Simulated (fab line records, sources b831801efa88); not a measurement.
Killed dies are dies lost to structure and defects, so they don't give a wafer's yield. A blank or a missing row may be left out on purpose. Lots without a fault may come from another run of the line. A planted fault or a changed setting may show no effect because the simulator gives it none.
A struck lot beside a sound one | flow sky130 | 15 steps out of a route of 708
Sound: wafers L375.1, L375.2, L375.6. Struck: wafers L388.2, L388.3, L388.4. The cause comes at the end.
At each step with rows: each side's tool, then ch and its chambers, then its first start. Under that, the readings that differ: sound wafers | struck wafers | difference of the means | sigmas: that difference in standard deviations of wafers without a fault.
alike: readings whose means differ by less than 2 such deviations, and words and numbers that are the same on both sides. not compared: withheld readings, readings that some wafer has no value for, bounds like >300 that may hide the same value, and numbers for which the record gives no deviation and whose values overlap.
The two part at a step that has a row with sigmas, a row that says differs or no value, or rows on one side only. Numbers that don't overlap but have no deviation are shown without sigmas and don't part them. A reading that every wafer of one side lacks parts them only if that side has two wafers or more.

SKY_VIA4_STRIP_13: strips in O2/N2.
  sound on plasma_asher-02 ch 0,1, day 45 01:56; struck on plasma_asher-02 ch 0,1, day 49 00:15
  alike: drypump_motor_current_A, oes_product_au, strip_time_to_endpoint_s
  not compared: rf_hours_counter_h
then, 3 steps without rows for these wafers: SKY_VIA4_STRIP_14 (strips in post etch residue remover, time 1200 s); SKY_VIA4_CLEAN_15 (cleans in IPA, time 180 s); SKY_VIA4_CLEAN_16 (cleans in O3/DIW).
SKY_VIA4_SPUTTER_17: material TiN, target thk 20 nm, time 80 s.
  sound on pvd_sputter-01, day 45 02:34; struck on pvd_sputter-04, day 49 00:51
  alike: chamber_pressure_pa, throttle_valve_pct
then, 1 step without rows for these wafers: SKY_VIA4_CVD_18 (deposits W, target thk 505 nm, time 152.14 s).
SKY_VIA4_RS_MEAS_19: measures by four-point-probe.
  sound on film_metro-02, day 45 02:46; struck on film_metro-03, day 49 01:05
  alike: VIA4_W_RS
SKY_VIA4_THK_MEAS_20: measures by xrf.
  sound on film_metro-02, day 45 02:53; struck on film_metro-03, day 49 01:11
  alike: VIA4_W_THK
then, 2 steps without rows for these wafers: SKY_VIA4_CMP_21 (polishes, stops on SiO2, t overpolish 25 s, target thk 0 nm); SKY_METAL5_SPUTTER_00 (material Ti, target thk 15 nm, time 10 s).
SKY_METAL5_SPUTTER_01: material TiN, target thk 20 nm, time 16.7 s.
  sound on pvd_sputter-03, day 45 03:16; struck on pvd_sputter-03, day 49 01:34
  alike: chamber_pressure_pa, throttle_valve_pct
SKY_METAL5_SPUTTER_02: material AlCu, target thk 1150 nm, time 61.2 s.
  sound on pvd_sputter-03, day 45 03:18; struck on pvd_sputter-03, day 49 01:35
  alike: chamber_pressure_pa, throttle_valve_pct
SKY_METAL5_SPUTTER_03: material Ti, target thk 5 nm, time 3.3 s.
  sound on pvd_sputter-03, day 45 03:21; struck on pvd_sputter-03, day 49 01:38
  reading                  | sound                | struck               | difference | sigmas
  chamber_pressure_pa (Pa) | 0.3993 0.3998 0.4005 | 0.3492 0.3499 0.3498 | -0.0502    | -68
  alike: throttle_valve_pct
SKY_METAL5_SPUTTER_04: material TiN, target thk 70 nm, time 58.3 s.
  sound on pvd_sputter-03, day 45 03:22; struck on pvd_sputter-03, day 49 01:40
  alike: chamber_pressure_pa, throttle_valve_pct
-- the record jumps here: 2 days lie between the struck wafers' starts before and after (it left off in module METAL5 and takes up again in module PAD_OPEN, whose first step shown is number 708 of the route) --
SKY_PAD_OPEN_PROBE_99:
  sound on prober-02, day 47 20:01; struck on prober-02, day 51 06:10
  reading             | sound    | struck  | difference | sigmas
  killed_at_front_end | 23 24 27 | 10 22 9 | -11        | -2
  alike: defect_limited_yield, killed_at_M0_to_M3, killed_at_M4_up, killed_at_contacts, killed_at_other, killed_dies, killed_open, killed_short, sort_bin_3_pad_short, sort_bin_5_function, sort_bin_6_memory, sort_n_pass, sort_yield_pct

WHERE THEY PART
First at SKY_METAL5_SPUTTER_03; last, within this record, at SKY_PAD_OPEN_PROBE_99.

WHY: what the simulator had put in
Process parameter drift: pvd_sputter-03, from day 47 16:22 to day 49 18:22, at SKY_METAL5_SPUTTER_03. Setting chamber_pressure_pa, moved by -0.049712, from 0.4. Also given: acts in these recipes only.
